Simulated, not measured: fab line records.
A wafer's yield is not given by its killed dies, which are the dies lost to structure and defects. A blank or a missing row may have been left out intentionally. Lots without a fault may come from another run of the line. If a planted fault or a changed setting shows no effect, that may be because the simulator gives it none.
A lot that was struck, set against a sound lot | flow sky130 | 16 out of 708 route steps
Sound: wafers L866.1, L866.2, L866.3. Struck: wafers L873.1, L873.5. (L873.4 of the same lot was not struck and is left out.) The cause comes at the end.
Order at every step that has rows: each side's tool, ch and its chambers, its first start. Under that, the readings that differ: sound wafers | struck wafers | difference of the means | sigmas: that difference in standard deviations of wafers without a fault.
alike: readings with means less than 2 such deviations apart, plus words and numbers identical on both sides. not compared: withheld readings, readings lacking a value on some wafer, bounds such as >300 that could conceal the same value, and numbers that have no deviation in the record and whose values overlap.
Wherever a step has rows on one side only, a row that says differs or no value, or a row with sigmas, the two part there. When numbers do not overlap yet have no deviation, they are printed without sigmas and do not part them. A reading missing from all wafers of one side parts the sides only when that side holds two or more wafers.

first, 3 steps without rows for these wafers: SKY_VIA2_EXPOSE_09 (exposes mask VIM2, target cd 200 nm); SKY_VIA2_PEB_10; SKY_VIA2_DEVELOP_11 (develop time 60 s).
SKY_VIA2_CD_MEAS_12 targets a cd of 200 nm.
  sound: cd sem-02 at day 38 03:40; struck: cd sem-01 at day 40 02:03
  alike: cd nm
SKY_VIA2_OVL_MEAS_13:
  sound: overlay-01 at day 38 03:47; struck: overlay-02 at day 40 02:10
  alike: VIA2_OVL
SKY_VIA2_ETCH_14: etches BARC in N2/H2, stops on SiO2, time 45.9 s, target depth 60 nm.
  sound on rie diel-03 ch 1,2,3, day 38 03:49; struck on rie diel-03 ch 2,3, day 40 02:13
  alike: drypump motor current A, n2 flow sccm, oes product au, throttle valve pct
  not compared: rf hours counter h
SKY_VIA2_ETCH_15: etches SiO2 in C4F8/O2/Ar, stops on TiN, target depth 546 nm, time 84 s.
  sound on rie diel-03 ch 1,2,3, day 38 03:52; struck on rie diel-03 ch 2,3, day 40 02:15
  alike: oes product au
  not compared: rf hours counter h
SKY_VIA2_STRIP_16: strips in O2/N2.
  sound on plasma asher-03 ch 0,1, day 38 03:55; struck on plasma asher-01 ch 0, day 40 02:19
  reading                     | sound       | struck  | difference | sigmas
  drypump motor current A (A) | 6.0 5.2 5.2 | 6.4 6.3 | +0.9       | +2
  alike: n2 flow sccm, oes product au, strip time to endpoint s
  not compared: rf hours counter h
then, 3 steps without rows for these wafers: SKY_VIA2_STRIP_17 (strips in post etch residue remover, time 1200 s); SKY_VIA2_CLEAN_18 (cleans in IPA, time 180 s); SKY_VIA2_CLEAN_19 (cleans in O3/DIW).
SKY_VIA2_SPUTTER_20: material TiN, target thk 20 nm, time 80 s.
  sound: pvd sputter-02 at day 38 04:31; struck: pvd sputter-03 at day 40 02:55
  alike: throttle valve pct
SKY_VIA2_CVD_21: deposits W, target thk 420 nm, time 126.4 s.
  sound on cvd w-02 ch 0,1, day 38 04:34; struck on cvd w-02 ch 1, day 40 02:58
  reading                            | sound             | struck      | difference | sigmas
  chamber pressure Torr (Torr)       | 40.07 39.95 39.94 | 43.86 43.96 | +3.92      | +45
  model.W_of_VIA2_CVD_21.thk nm (nm) | 415.9 421.9 414.9 | 439.6 433   | +18.7      |
  alike: heater power w
SKY_VIA2_RS_MEAS_22: measures by four-point-probe.
  sound: film metro-02 at day 38 04:42; struck: film metro-04 at day 40 03:06
  reading            | sound             | struck      | difference | sigmas
  VIA2_W_RS (ohm/sq) | 0.276 0.272 0.276 | 0.260 0.265 | -0.012     | -4
SKY_VIA2_THK_MEAS_23: measures by xrf.
  sound: film metro-02 at day 38 04:49; struck: film metro-04 at day 40 03:13
  reading         | sound       | struck  | difference | sigmas
  VIA2_W_THK (nm) | 396 400 395 | 425 419 | +25        | +4
-- the record jumps here: 9 days lie between the struck wafers' starts before and after (it left off in module VIA2 and takes up again in module PAD_OPEN, whose first step shown is number 708 of the route) --
SKY_PAD_OPEN_PROBE_99:
  rows exist in the record for the struck wafers here (prober-02, day 48 21:41), but not for the sound ones

WHERE THEY PART
Earliest at SKY_VIA2_STRIP_16; latest, in this record, at SKY_PAD_OPEN_PROBE_99.

WHY: the cause the simulator had injected
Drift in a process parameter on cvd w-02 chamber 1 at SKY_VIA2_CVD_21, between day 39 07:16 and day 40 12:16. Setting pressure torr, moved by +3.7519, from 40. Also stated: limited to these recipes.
